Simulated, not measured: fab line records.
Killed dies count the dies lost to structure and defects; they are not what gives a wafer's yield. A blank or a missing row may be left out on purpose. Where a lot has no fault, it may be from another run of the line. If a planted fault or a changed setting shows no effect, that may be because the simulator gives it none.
2 desks looking at one fault + flow gf180mcu + numbers are kept per desk, each desk with only its own; the story behind them comes last

## METROLOGY DESK
Lot by lot, what the gauges showed, no matter which tool ran the lot: averages of those sampled wafers that carry a number. Any lot whose mean is over 4 standard deviations away from the usual mean is out of limits and marked OUT; that distance is given in the brackets.
Columns: A = cd-nm at GF_M5_CD_MEAS_07, usual 279.9 nm
| lot  | first seen here | A               |
|------|-----------------|-----------------|
| L101 | day 26 03:34    | 280.1           |
| L102 | day 26 09:12    | 279.0           |
| L103 | day 27 07:43    | 279.8           |
| L108 | day 28 13:16    | 280.3           |
| L109 | day 28 16:58    | 279.1           |
| L110 | day 29 04:45    | 278.9           |
| L111 | day 29 11:30    | 280.7           |
| L113 | day 30 04:39    | 277.9           |
| L114 | day 30 13:14    | 279.9           |
| L115 | day 30 20:18    | 280.9           |
| L118 | day 31 13:44    | 281.0           |
| L121 | day 32 03:57    | 248.9 (-24) OUT |
This desk's verdict: out of limits on L121, starting with L121 at day 32 03:57 (cd-nm at GF_M5_CD_MEAS_07). L101, L102, L103, L108, L109, L110, L111, L113, L114, L115, L118: within limits.

## DESK OF THE TOOL OWNER: krf-scanner-02
The tool's own readings at GF_M5_EXPOSE_04 (exposes mask Metal5, target cd 280 nm): means of the sampled wafers that have a number, for each lot that ran on this tool. Any lot whose mean is over 4 standard deviations away from the usual mean is out of limits and marked OUT; that distance is given in the brackets.
Columns: A = exposure-dose-mJ-cm2 at GF_M5_EXPOSE_04, usual 28.108
| lot  | first seen here | A                |
|------|-----------------|------------------|
| L101 | day 25 17:14    | 28.143           |
| L102 | day 25 22:33    | 28.114           |
| L103 | day 26 21:19    | 28.085           |
| L111 | day 29 02:22    | 28.105           |
| L114 | day 30 04:22    | 28.072           |
| L121 | day 31 20:13    | 26.560 (-55) OUT |
This desk's verdict: out of limits on L121, starting with L121 at day 31 20:13 (exposure-dose-mJ-cm2 at GF_M5_EXPOSE_04). L101, L102, L103, L111, L114: within limits.

## ALL TOGETHER
An alarm could have come from the tool owner's desk at day 31 20:13, on L121.
At day 32 03:57 the metrology desk could have sounded an alarm, on L121.
On krf-scanner-02, each named lot ran GF_M5_EXPOSE_04.

## WHAT HAD BEEN PUT IN BY THE SIMULATOR
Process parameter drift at GF_M5_EXPOSE_04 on krf-scanner-02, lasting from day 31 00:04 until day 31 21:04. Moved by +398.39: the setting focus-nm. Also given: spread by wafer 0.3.
Shown lots that were struck: L121.
Fault start to first reading out of limits, in hours, per desk: tool owner, 20; metrology, 28.
